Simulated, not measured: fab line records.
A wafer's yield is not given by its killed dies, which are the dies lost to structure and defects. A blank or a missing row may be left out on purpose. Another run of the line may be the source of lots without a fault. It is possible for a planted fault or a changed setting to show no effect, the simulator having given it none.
fab line records | flow sky130
[record] lots = 14 wafers = 42 lastDay = 50
route steps=708 shown NWELL@82 VT_ADJUST_NCORE@126 SONOS_TUNNEL@162 PAD_OPEN@708
lots that met no fault: from a run of the same line without faults
startH: hours from the record's first day to the start of the lot's first wafer shown | waitH: hours elapsed since this lot's preceding step | " as in the row above | L1.1+2: several wafers, shown together as one row | - no value, or no start given | * or withheld: withheld | < > ~ a bound
route shown NAME@n: NAME is a module with steps in the file, n the number in the route of the first one | usual: mean/standard deviation taken from wafers without a fault | same: alike in all rows | chamber/n: place in a boat | sites: per-site readings | _std_site: standard deviation across them | _edge_site: outer sites' mean less inner sites' | radiusMm: for every site, how far away it sits from the centre of the wafer | mask NAME#n: copy n | behind: tool/chamber where the wafer was last shaped | hold: what put the lot on hold/how long, in hours/how the hold closed | device: names the non-switching transistor (n, p or np) | end of line: at the end of the route, the tests of the same wafers | a step without rows: its recipe alone | killed: the dies lost at the first sort to structure and to defects; this is not the yield of the wafer | map: the dies of a wafer, with x for killed, . for not killed, _ for no die there
set.NAME: setting as actually run; set.NAME@STEP: the setting as run at that earlier step | model.NAME: the simulator's own value behind a step, which no gauge read
one table for each step of the route and one row for each wafer, over a sample of lots
services: when a tool's chamber went out of use (startH, in hours from the record's first day, below 0 if earlier), for how many hours, and the reason
[[steps]]
[step SKY_NWELL_RS_MEAS_29]
[recipe] thkMeasGauge = four-point-probe
[usual] NWELL_RS = 625.3/1.8
// columns lot.wafer tool chamber startH waitH NWELL_RS[ohm/sq]
L429.3 filmMetro-04 - 118.53 0.1 627.8
L429.4 " - " " 627.0
L429.6 " - " " 627.7
L430.1 filmMetro-03 - 124.46 0.1 624.1
L430.4 " - " " 625.8
L430.6 " - " " 625.6
L433.3 filmMetro-01 - 139.17 0.1 624.0
L433.4 " - " " 623.9
L433.5 " - " " 626.2
L434.1 filmMetro-04 - 147.59 0.1 627.7
L434.2 " - " " 624.4
L434.4 " - " " 626.7
L435.1 filmMetro-04 - 154.29 0.1 626.0
L435.2 " - " " 626.3
L435.4 " - " " 626.3
L436.1 filmMetro-01 - 156.56 0.1 626.9
L436.5 " - " " 624.7
L436.6 " - " " 626.1
L438.1 filmMetro-03 - 172.19 0.1 625.2
L438.5 " - " " 622.4
L438.6 " - " " 623.6
L442.1 filmMetro-01 - 193.68 0.1 627.8
L442.2 " - " " 626.6
L442.3 " - " " 626.4
L443.3 filmMetro-03 - 203.84 0.1 624.4
L443.4 " - " " 625.0
L443.5 " - " " 627.9
L444.2 filmMetro-01 - 209.65 0.1 623.8
L444.3 " - " " 624.2
L444.5 " - " " 626.2
L447.2 filmMetro-04 - 225.36 0.1 625.5
L447.3 " - " " 626.4
L447.5 " - " " 626.8
L448.1 filmMetro-03 - 228.09 0.2 624.3
L448.3 " - " " 625.5
L448.4 " - " " 625.4
L449.1 filmMetro-01 - 235.12 0.1 626.5
L449.3 " - " " 625.8
L449.5 " - " " 625.9
L450.1 filmMetro-03 - 242.16 0.1 623.8
L450.2 " - " " 623.3
L450.6 " - " " 624.7
[step SKY_VT_ADJUST_NCORE_CD_MEAS_07]
[recipe] targetCdNm = 380
[usual] cdNm = 379.8/2.3
// columns lot.wafer tool chamber startH waitH cdNm
L429.3 cdSem-02 - 197.68 0.1 375.8
L429.4 " - " " 374.9
L429.6 " - " " 376.9
L430.1 cdSem-02 - 204.34 0.1 381.9
L430.4 " - " " 380.3
L430.6 " - " " 379.4
L433.3 cdSem-01 - 222.32 0.1 380.6
L433.4 " - " " 380.0
L433.5 " - " " 381.4
L434.1 cdSem-02 - 233.58 0.1 380.9
L434.2 " - " " 382.3
L434.4 " - " " 383.2
L435.1 cdSem-02 - 239.24 0.1 374.6
L435.2 " - " " 375.3
L435.4 " - " " 373.7
L436.1 cdSem-01 - 241.18 0.1 381.6
L436.5 " - " " 377.6
L436.6 " - " " 379.5
L438.1 cdSem-02 - 259.99 0.1 382.7
L438.5 " - " " 380.1
L438.6 " - " " 380.9
L442.1 cdSem-01 - 285.49 0.1 377.5
L442.2 " - " " 378.2
L442.3 " - " " 378.7
L443.3 cdSem-02 - 296.38 0.1 378.9
L443.4 " - " " 380.8
L443.5 " - " " 382.7
L444.2 cdSem-02 - 304.45 0.1 381.5
L444.3 " - " " 382.3
L444.5 " - " " 380.5
L447.2 cdSem-01 - 321.95 0.1 381.9
L447.3 " - " " 380.5
L447.5 " - " " 383.0
L448.1 cdSem-02 - 324.69 0.1 380.2
L448.3 " - " " 379.6
L448.4 " - " " 380.5
L449.1 cdSem-02 - 333.43 0.1 378.9
L449.3 " - " " 380.6
L449.5 " - " " 378.7
L450.1 cdSem-01 - 341.99 0.1 380.1
L450.2 " - " " 376.8
L450.6 " - " " 378.3
[step SKY_SONOS_TUNNEL_OVL_MEAS_08]
[usual] SONOS_TUNNEL_OVL = -0.9/1.6
// columns lot.wafer tool chamber startH waitH SONOS_TUNNEL_OVL[nm]
L429.3 overlay-01 - 265.86 0.1 -0.5
L429.4 " - " " -0.6
L429.6 " - " " 0.2
L430.1 overlay-01 - 280.65 0.1 0.7
L430.4 " - " " -0.4
L430.6 " - " " 0.8
L433.3 overlay-02 - 293.06 0.1 -2.6
L433.4 " - " " -3.8
L433.5 " - " " -3.1
L434.1 overlay-02 - 305.75 0.1 0.2
L434.2 " - " " -2.3
L434.4 " - " " 0.2
L435.1 overlay-02 - 311.78 0.1 -2.5
L435.2 " - " " -0.9
L435.4 " - " " -2.1
L436.1 overlay-02 - 314.96 0.1 -3.7
L436.5 " - " " -3.7
L436.6 " - " " -1.7
L438.1 overlay-01 - 335.96 0.1 -2.4
L438.5 " - " " -1.8
L438.6 " - " " -2.4
L442.1 overlay-01 - 364.01 0.1 -0.9
L442.2 " - " " -4.2
L442.3 " - " " -3.5
L443.3 overlay-02 - 377.19 0.1 -0.1
L443.4 " - " " -1.9
L443.5 " - " " -1.3
L444.2 overlay-01 - 387.16 0.1 1.4
L444.3 " - " " -0.1
L444.5 " - " " -0.2
L447.2 overlay-02 - 404.66 0.1 -0.4
L447.3 " - " " -1.7
L447.5 " - " " -1.9
L448.1 overlay-01 - 408.43 0.1 -0.6
L448.3 " - " " 0.8
L448.4 " - " " 0.8
L449.1 overlay-02 - 418.87 0.1 -0.4
L449.3 " - " " -2.6
L449.5 " - " " -3.5
L450.1 overlay-01 - 428.05 0.1 -1.8
L450.2 " - " " -0.3
L450.6 " - " " 1.1
[step SKY_SONOS_TUNNEL_STRIP_11]
[recipe] chemistry = SPM timeS = 600 tempC = 130
[usual] bathGuardTempC = 129.9/0.43 bathHeatDutyPct = 14.5/1.3
// columns lot.wafer tool chamber startH waitH bathGuardTempC bathHeatDutyPct
L429.3 wetBench-02 3 266.13 0.0 129.7 14.8
L429.4 " 3 " " 129.3 17.1
L429.6 " 3 " " 130.0 14.4
L430.1 wetBench-04 0 280.92 0.0 130.1 16.3
L430.4 " 0 " " 130.1 15.3
L430.6 " 0 " " 130.1 15.3
L433.3 wetBench-03 1 293.32 0.0 129.5 15.3
L433.4 " 1 " " 129.6 14.3
L433.5 " 1 " " 129.6 15.0
L434.1 wetBench-03 3 306.02 0.0 130.4 15.7
L434.2 " 3 " " 130.4 15.7
L434.4 " 3 " " 130.3 13.9
L435.1 wetBench-03 2 312.06 0.0 129.0 14.5
L435.2 " 2 " " 129.3 16.3
L435.4 " 2 " " 129.6 14.3
L436.1 wetBench-04 0 315.24 0.0 129.9 15.2
L436.5 " 0 " " 129.9 13.8
L436.6 " 0 " " 130.2 16.3
L438.1 wetBench-04 1 336.25 0.0 129.9 14.4
L438.5 " 1 " " 130.2 16.3
L438.6 " 1 " " 130.2 14.6
L442.1 wetBench-03 3 364.28 0.0 - -
L442.2 " 3 " " - -
L442.3 " 3 " " - -
L443.3 wetBench-03 1 377.46 0.0 - -
L443.4 " 1 " " - -
L443.5 " 1 " " - -
L444.2 wetBench-04 1 387.43 0.0 - -
L444.3 " 1 " " - -
L444.5 " 1 " " - -
L447.2 wetBench-04 1 404.93 0.0 130.2 14.5
L447.3 " 1 " " 130.0 14.1
L447.5 " 1 " " 129.9 15.5
L448.1 wetBench-03 1 408.70 0.0 129.3 14.2
L448.3 " 1 " " 129.3 14.8
L448.4 " 1 " " 129.7 13.5
L449.1 wetBench-03 0 419.17 0.0 130.4 12.1
L449.3 " 0 " " 130.4 11.8
L449.5 " 0 " " 130.0 12.4
L450.1 wetBench-03 0 428.33 0.0 130.0 11.8
L450.2 " 0 " " 130.2 12.2
L450.6 " 0 " " 130.5 11.5
[step SKY_PAD_OPEN_PROBE_99]
[usual] killed_at_M0_to_M3 = 43/7.5 killed_at_M4_up = 3.3/1.9 killedAtContacts = 24/4.6 killedAtFrontEnd = 16/4.9 killedAtOther = 0.2/0.46 killedDies = 87/9.1 killedOnRim = 17/3.6 killedOpen = 47/7.4 killedShort = 39/6.6
[same] grossDies = 492 killedAtBackSide = 0
// columns lot.wafer tool chamber startH waitH hold killed_at_M0_to_M3 killed_at_M4_up killedAtContacts killedAtFrontEnd killedAtOther killedDies killedOnRim killedOpen killedShort
L429.3 prober-01 - 1088.35 0.2 - 44 4 36 11 0 95 22 46 45
L429.4 prober-01 - 1088.40 0.2 - 49 7 26 18 0 100 20 51 48
L429.6 prober-01 - 1088.50 0.2 - 50 5 31 10 0 96 19 54 40
L442.1 prober-01 - 1158.31 0.1 - 37 7 27 420 1 492 96 52 38
L442.2 prober-01 - 1158.36 0.1 - 54 3 23 411 1 492 96 55 37
L442.3 prober-01 - 1158.41 0.2 - 41 2 24 425 0 492 96 48 31
L443.3 prober-02 - 1164.76 0.2 awaitDispo/2.4h/scrap 57 1 27 407 0 492 96 64 39
L443.4 prober-02 - 1164.81 0.2 awaitDispo/2.4h/scrap 50 0 31 411 0 492 96 50 44
L443.5 prober-02 - 1164.86 0.2 awaitDispo/2.4h/scrap 53 2 26 411 0 492 96 51 46
L444.2 prober-01 - 1170.68 0.1 - 42 4 15 431 0 492 96 36 37
L444.3 prober-01 - 1170.73 0.2 - 39 1 24 428 0 492 96 48 30
L444.5 prober-01 - 1170.83 0.2 - 67 2 22 401 0 492 96 61 42
L448.1 prober-02 - 1182.23 0.1 - 49 3 25 17 0 94 15 52 41
L448.3 prober-02 - 1182.33 0.2 - 42 3 22 24 0 91 17 40 50
L448.4 prober-02 - 1182.38 0.2 - 36 4 21 21 0 82 17 46 35
L449.1 prober-02 - 1189.38 0.1 - 52 3 20 14 1 90 21 48 42
L449.3 prober-02 - 1189.48 0.2 - 44 1 28 17 0 90 12 49 41
L449.5 prober-02 - 1189.58 0.2 - 47 3 24 19 0 93 28 50 43
L450.1 prober-01 - 1190.30 0.1 - 30 5 21 21 0 77 18 38 39
L450.2 prober-01 - 1190.35 0.1 - 37 4 25 13 1 80 18 49 31
L450.6 prober-01 - 1190.55 0.2 - 42 6 16 19 1 84 12 46 38
// killed by level:class
L429.3 CONTACT:geometricParticle:open=14 LI_CONTACT:geometricParticle:open=10 VIA1:geometricParticle:open=10 METAL2:geometricParticle:short=9 CONTACT:geometricParticle:short=6 VIA1:geometricParticle:short=6 METAL1:geometricParticle:short=5 LOCAL_INTERCONNECT:geometricParticle:short=4
L429.4 VIA1:geometricParticle:open=15 CONTACT:geometricParticle:open=12 FIELD_ISO:geometricParticle:short=7 VIA2:geometricParticle:open=7 CONTACT:geometricParticle:short=6 METAL1:geometricParticle:short=6 VIA3:geometricParticle:open=5 VIA1:geometricParticle:short=5
L429.6 VIA1:geometricParticle:open=16 CONTACT:geometricParticle:short=11 CONTACT:geometricParticle:open=8 VIA2:geometricParticle:open=7 VIA3:geometricParticle:open=7 LI_CONTACT:geometricParticle:open=6 METAL2:geometricParticle:short=6 METAL4:geometricParticle:short=5
L442.1 SONOS_ONO:areaOxidation=402 VIA1:geometricParticle:open=13 CONTACT:geometricParticle:open=9 LI_CONTACT:geometricParticle:open=8 VIA1:geometricParticle:short=7 CONTACT:geometricParticle:short=5 FIELD_ISO:geometricParticle:open=4 FIELD_ISO:geometricParticle:short=4
L442.2 SONOS_ONO:areaOxidation=399 VIA1:geometricParticle:open=13 VIA2:geometricParticle:open=10 VIA3:geometricParticle:open=9 LI_CONTACT:geometricParticle:open=8 CONTACT:geometricParticle:open=6 METAL2:geometricParticle:short=6 VIA2:geometricParticle:short=5
L442.3 SONOS_ONO:areaOxidation=413 LI_CONTACT:geometricParticle:open=8 VIA3:geometricParticle:open=8 VIA2:geometricParticle:open=7 CONTACT:geometricParticle:open=6 VIA1:geometricParticle:open=6 METAL2:geometricParticle:short=5 FIELD_ISO:geometricParticle:short=4
L443.3 SONOS_ONO:areaOxidation=389 VIA1:geometricParticle:open=16 VIA3:geometricParticle:open=11 CONTACT:geometricParticle:open=9 LI_CONTACT:geometricParticle:open=8 METAL2:geometricParticle:short=6 FIELD_ISO:geometricParticle:open=5 CONTACT:geometricParticle:short=5
L443.4 SONOS_ONO:areaOxidation=398 CONTACT:geometricParticle:open=11 VIA1:geometricParticle:open=10 POLY_GATE:geometricParticle:short=7 LI_CONTACT:geometricParticle:open=7 VIA2:geometricParticle:open=7 METAL2:geometricParticle:short=6 VIA3:geometricParticle:short=6
L443.5 SONOS_ONO:areaOxidation=394 CONTACT:geometricParticle:open=11 VIA3:geometricParticle:open=10 VIA1:geometricParticle:open=9 METAL2:geometricParticle:short=7 VIA1:geometricParticle:short=6 CONTACT:geometricParticle:short=6 VIA2:geometricParticle:short=6
L444.2 SONOS_ONO:areaOxidation=419 VIA1:geometricParticle:open=8 METAL1:geometricParticle:short=6 VIA3:geometricParticle:open=6 METAL2:geometricParticle:short=6 VIA2:geometricParticle:open=6 FIELD_ISO:geometricParticle:short=5 FIELD_ISO:geometricParticle:open=4
L444.3 SONOS_ONO:areaOxidation=414 CONTACT:geometricParticle:open=12 VIA1:geometricParticle:open=10 VIA2:geometricParticle:open=7 POLY_GATE:geometricParticle:open=6 CONTACT:geometricParticle:short=6 VIA3:geometricParticle:open=5 FIELD_ISO:geometricParticle:short=4
L444.5 SONOS_ONO:areaOxidation=389 VIA1:geometricParticle:open=22 CONTACT:geometricParticle:open=12 METAL2:geometricParticle:short=11 VIA1:geometricParticle:short=9 VIA2:geometricParticle:open=9 VIA3:geometricParticle:open=6 CONTACT:geometricParticle:short=5
L448.1 VIA1:geometricParticle:open=11 VIA3:geometricParticle:open=10 LI_CONTACT:geometricParticle:open=8 CONTACT:geometricParticle:open=6 VIA2:geometricParticle:open=6 METAL2:geometricParticle:short=5 METAL1:geometricParticle:short=5 POLY_GATE:geometricParticle:short=4
L448.3 FIELD_ISO:geometricParticle:short=12 VIA1:geometricParticle:short=8 VIA1:geometricParticle:open=8 LI_CONTACT:geometricParticle:open=7 LI_CONTACT:geometricParticle:short=6 METAL1:geometricParticle:short=6 METAL2:geometricParticle:short=6 FIELD_ISO:geometricParticle:open=5
L448.4 VIA1:geometricParticle:open=11 CONTACT:geometricParticle:open=8 LI_CONTACT:geometricParticle:open=7 POLY_GATE:geometricParticle:open=6 METAL1:geometricParticle:short=5 METAL2:geometricParticle:short=5 FIELD_ISO:geometricParticle:open=4 FIELD_ISO:geometricParticle:short=4
L449.1 VIA1:geometricParticle:open=14 LI_CONTACT:geometricParticle:open=8 METAL1:geometricParticle:short=8 CONTACT:geometricParticle:open=6 VIA1:geometricParticle:short=6 VIA2:geometricParticle:open=5 METAL2:geometricParticle:short=5 VIA3:geometricParticle:short=5
L449.3 VIA1:geometricParticle:open=12 LI_CONTACT:geometricParticle:open=7 METAL1:geometricParticle:short=7 LI_CONTACT:geometricParticle:short=6 CONTACT:geometricParticle:open=6 METAL2:geometricParticle:short=6 FIELD_ISO:geometricParticle:open=5 CONTACT:geometricParticle:short=5
L449.5 VIA1:geometricParticle:open=11 LI_CONTACT:geometricParticle:open=8 VIA1:geometricParticle:short=7 VIA3:geometricParticle:open=7 FIELD_ISO:geometricParticle:open=6 CONTACT:geometricParticle:open=6 POLY_GATE:geometricParticle:short=5 METAL2:geometricParticle:short=5
L450.1 FIELD_ISO:geometricParticle:open=8 CONTACT:geometricParticle:open=8 VIA1:geometricParticle:open=7 METAL2:geometricParticle:short=7 METAL1:geometricParticle:short=5 POLY_GATE:geometricParticle:open=4 LI_CONTACT:geometricParticle:open=4 LOCAL_INTERCONNECT:geometricParticle:short=4
L450.2 VIA2:geometricParticle:open=10 LI_CONTACT:geometricParticle:open=9 CONTACT:geometricParticle:open=8 VIA1:geometricParticle:open=7 METAL1:geometricParticle:short=5 FIELD_ISO:geometricParticle:short=4 LOCAL_INTERCONNECT:geometricParticle:short=4 METAL2:geometricParticle:short=4
L450.6 VIA2:geometricParticle:open=12 VIA2:geometricParticle:short=7 FIELD_ISO:geometricParticle:open=6 VIA3:geometricParticle:open=6 FIELD_ISO:geometricParticle:short=5 LI_CONTACT:geometricParticle:open=5 VIA1:geometricParticle:open=5 CONTACT:geometricParticle:open=4
[[services]]
// columns tool chamber startH hours kind
wetBench-04 - 265.83 6.0 repair
wetBench-02 - 298.23 36.2 pm
[[key]]
[firstSign] step = SKY_SONOS_TUNNEL_STRIP_11 reading = toolRecord direction = missing
[effect] step = SKY_PAD_OPEN_PROBE_99 reading = killedAtFrontEnd direction = up sigmas = 81 usual = 16 struck = 416
[moreKillsBornAt] SKY_SONOS_ONO_OXIDATION_00@furnace-01 = 2403 SKY_SONOS_ONO_OXIDATION_00@furnace-02 = 1214
metAt SKY_SONOS_TUNNEL_STRIP_11
struckLots L442,L443,L444
laterRowsLeftOut L442.1,L442.2,L442.3,L443.3,L443.4,L443.5,L444.2,L444.3,L444.5
testerLeftOut L442,L443,L444
notActingAt SKY_NWELL_RS_MEAS_29,SKY_VT_ADJUST_NCORE_CD_MEAS_07,SKY_SONOS_TUNNEL_OVL_MEAS_08
onsetBetween 336.25 364.28
[fault] kind = skippedStepWhole tool = wetBench-03,wetBench-04 chamber = - onsetH = 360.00 steps = SKY_SONOS_TUNNEL_STRIP_11 scope = struckLotsOnly
// testerLeftOut: of these lots the tester's yield and bins aren't shown, on N5 and GAA mostly nor the transistor test; their killed dies are dies lost to structure and defects alone, not to doping, threshold or leakage, so they don't give the yield
// laterRowsLeftOut: the simulator's readings of these wafers behind a module that went badly wrong aren't trusted and aren't shown, but for the sort
